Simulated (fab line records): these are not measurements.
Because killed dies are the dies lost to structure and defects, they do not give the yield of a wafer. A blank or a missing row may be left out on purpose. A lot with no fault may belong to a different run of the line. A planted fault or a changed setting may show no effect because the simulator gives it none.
A lot that was struck, set against a sound lot -- flow sky130 -- 15 out of 708 route steps
Sound: these wafers, L924.3, L924.4, L924.5. Struck: wafers L931.3, L931.4, L931.6. At the end, the cause is stated.
For every step that has rows: the tool of each side, followed by ch and its chambers, followed by its first start. Under that, the readings that differ: sound wafers -- struck wafers -- difference of the means -- sigmas: that difference in standard deviations of wafers without a fault.
alike: readings with means less than 2 such deviations apart, plus words and numbers identical on both sides. not compared: withheld readings, readings lacking a value on some wafer, bounds such as >300 that could conceal the same value, and numbers that have no deviation in the record and whose values overlap.
Wherever a step has rows on one side only, a row that says differs or no value, or a row with sigmas, the two part there. When numbers do not overlap yet have no deviation, they are printed without sigmas and do not part them. A reading that every wafer of one side lacks parts them only if that side has two wafers or more.

first, 2 steps without rows for these wafers: SKY_DNWELL_DEVELOP_06 (develop time 60 s); SKY_DNWELL_IMPLANT_07.
SKY_DNWELL_STRIP_08: strips in O2/N2.
  sound on plasma_asher-02 ch 0,1, day 5 04:39; struck on plasma_asher-01 ch 0,1, day 6 19:04
  alike: drypump_motor_current_A, n2_flow_sccm, oes_product_au, strip_time_to_endpoint_s
  not compared: rf_hours_counter_h
SKY_DNWELL_TW_MEAS_09:
  struck on film_metro-04, day 6 19:09; sound on film_metro-04, day 5 04:44
  alike: DNWELL_TW
then, 7 steps without rows for these wafers: SKY_PWDE_DEHYDRATE_00 (time 60 s); SKY_PWDE_HMDS_01 (prime time 60 s); SKY_PWDE_COAT_02 (resist thk 3000 nm); SKY_PWDE_SOFTBAKE_03; SKY_PWDE_EXPOSE_04 (exposes mask PWDEM, target cd 840 nm); SKY_PWDE_PEB_05; SKY_PWDE_DEVELOP_06 (develop time 60 s).
SKY_PWDE_OVL_MEAS_07:
  struck on overlay-01, day 7 13:44; sound on overlay-01, day 5 21:32
  alike: PWDE_OVL
SKY_PWDE_IMPLANT_08:
  sound on implanter-02 ch 0, day 5 21:37; struck on implanter-02 ch 0, day 7 13:49
reading,sound,struck,difference,sigmas
beam_energy_keV,150.01 150.00 149.96,178.29 178.33 178.27,+28.31,+99 or more
model.implant.rp_nm (nm),453.3 453.3 453.3,489.5 489.5 489.5,+36.2,
model.implant.drp_nm (nm),97.97 97.97 97.97,104.2 104.2 104.2,+6.2,
  alike: end_station_pressure_torr
SKY_PWDE_STRIP_09: strips in O2/N2.
  sound on plasma_asher-02 ch 0,1, day 5 21:44; struck on plasma_asher-04 ch 0,1, day 7 13:57
  alike: drypump_motor_current_A, n2_flow_sccm, oes_product_au, strip_time_to_endpoint_s
  not compared: rf_hours_counter_h
-- the record jumps here: 42 days lie between the struck wafers' starts before and after (it left off in module PWDE and takes up again in module PAD_OPEN, whose first step shown is number 708 of the route) --
SKY_PAD_OPEN_PROBE_99:
  struck on prober-02, day 49 20:08; sound on prober-02, day 47 20:38
reading,sound,struck,difference,sigmas
model.etest.res_p_drift_20v.line_ohm_um,1.048e+04 1.065e+04 9991,8963 9241 9063,-1285,
model.etest.res_p_drift_20v.rs_ohm_sq,8709 8667 8346,7530 7692 7607,-964,
  alike: killed_at_M0_to_M3, killed_at_M4_up, killed_at_contacts, killed_at_front_end, killed_at_other, killed_dies, killed_open, killed_short

WHERE THEY PART
Within this record, at SKY_PWDE_IMPLANT_08 only. Later steps at which nothing parts them and some readings are alike: SKY_PWDE_STRIP_09, SKY_PAD_OPEN_PROBE_99.

WHY: whatever the simulator had introduced
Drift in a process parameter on implanter-02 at SKY_PWDE_IMPLANT_08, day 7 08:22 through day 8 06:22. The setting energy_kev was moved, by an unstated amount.
